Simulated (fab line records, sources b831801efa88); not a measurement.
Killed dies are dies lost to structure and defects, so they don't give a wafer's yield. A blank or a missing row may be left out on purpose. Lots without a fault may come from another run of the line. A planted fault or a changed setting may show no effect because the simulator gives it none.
One fault seen from 2 desks | flow sky130 | each desk has only its own numbers; what lay behind them comes last

THE TOOL OWNER'S DESK: implanter-04
The tool's own readings at SKY_LDD_N_IMPLANT_12: means of the sampled wafers that have a number, for each lot that ran on this tool. A lot is out of limits, marked OUT, if its mean lies more than 4 standard deviations from the usual mean; the brackets give that distance.
Columns: A = beam_energy_keV at SKY_LDD_N_IMPLANT_12, usual 49.999; B = dose_ions_cm2 at SKY_LDD_N_IMPLANT_12, usual 5.001e+12; C = faraday_current_uA at SKY_LDD_N_IMPLANT_12, usual 28.1; D = tilt_deg at SKY_LDD_N_IMPLANT_12, usual 30.001 degrees
lot  | first seen here | A      | B                           | C              | D
L558 | day 21 05:16    | 50.010 | 9.406e+12 (+99 or more) OUT | 53.2 (+48) OUT | 29.973
L560 | day 21 16:39    | 49.983 | 9.392e+12 (+99 or more) OUT | 52.6 (+47) OUT | 29.998
This desk's finding: out of limits on L558, L560; first on L558, day 21 05:16 (dose_ions_cm2 at SKY_LDD_N_IMPLANT_12). In limits: none.

THE METROLOGY DESK
What the gauges read, lot by lot, whatever tool the lot ran on: means of the sampled wafers that have a number. A lot is out of limits, marked OUT, if its mean lies more than 4 standard deviations from the usual mean; the brackets give that distance.
Columns: A = LDD_N_OVL at SKY_LDD_N_OVL_MEAS_07, usual -0.4 nm; B = LDD_P_TW at SKY_LDD_P_TW_MEAS_11, usual 636
lot  | first seen here | A    | B
L550 | day 18 05:23    | -0.5 | 625
L551 | day 18 10:31    | 1.4  | 643
L558 | day 21 04:38    | -0.1 | 645
L560 | day 21 16:01    | -1.7 | 628
L564 | day 23 02:55    | -0.7 | 629
L566 | day 23 21:04    | -0.2 | 630
L567 | day 24 01:07    | 1.7  | 640
L568 | day 24 11:44    | -1.7 | 638
L569 | day 24 17:37    | -1.5 | 634
L570 | day 25 05:38    | -1.1 | 633
L571 | day 25 10:50    | 0.0  | 639
L572 | day 25 18:35    | -1.7 | 640
L573 | day 25 21:55    | -0.4 | 640
This desk's finding: nothing out of limits on any of the 13 lots.

PUT TOGETHER
The tool owner's desk could have raised an alarm at day 21 05:16, on L558, L560.
The metrology desk saw nothing out of limits.
The metrology desk has L558, L560 on record, within its limits.
Of the lots named, all ran SKY_LDD_N_IMPLANT_12 on implanter-04.

WHAT THE SIMULATOR HAD PUT IN
Process parameter drift: implanter-04, from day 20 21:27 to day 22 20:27, at SKY_LDD_N_IMPLANT_12. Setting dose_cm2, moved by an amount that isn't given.
Lots struck among those shown: L558, L560.
Hours from the fault's start to each desk's first reading out of limits: the tool owner's desk, 8.
